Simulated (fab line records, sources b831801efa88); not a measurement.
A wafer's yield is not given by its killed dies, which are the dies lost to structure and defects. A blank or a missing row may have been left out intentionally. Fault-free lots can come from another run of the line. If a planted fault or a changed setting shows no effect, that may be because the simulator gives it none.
Matching of chambers	flow gf180mcu	4 sister chambers for GF_V3_ETCH_16 on rieDiel-03
The step etches BARC in N2/H2. 4 wafers are shown with their chamber, then 9 later ones without.

WAFERS PAIRED WITH THEIR CHAMBERS
wafer	chamber	drypumpMotorCurrentA (A)
L084.5	2	6.4
L088.1	1	5.6
L088.2	0	5.7
L088.3	3	5.8

WAFERS WITHOUT THEIR CHAMBER
wafer	drypumpMotorCurrentA (A)
L091.1	6.4
L091.3	5.7
L091.5	6.3
L094.4	5.7
L094.5	5.7
L094.6	5.8
L095.2	5.7
L095.3	6.3
L095.5	5.8

THE CHAMBER EACH PASSED THROUGH
wafer	from the rows above	in truth
L091.1	2	2
L091.3	0	0
L091.5	2	2
L094.4	0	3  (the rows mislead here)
L094.5	0	0
L094.6	3	3
L095.2	0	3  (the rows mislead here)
L095.3	2	2
L095.5	3	3
7 of 9 placed correctly. From these rows, 0 cannot be placed. 2 placed wrongly.
How it was worked out, from the rows above alone: a wafer's distance from a chamber is the root of the sum, over the readings, of the square of ((its reading less the chamber's mean) divided by the reading's scatter). If the next closest chamber is less than 2 further off than the closest, the wafer can't be placed; otherwise it belongs to the closest. A chamber's mean is the mean of its shown wafers. The scatter (one wafer shown for each chamber): square how far every hidden wafer sits from the nearest shown wafer, average those squares and take the square root.
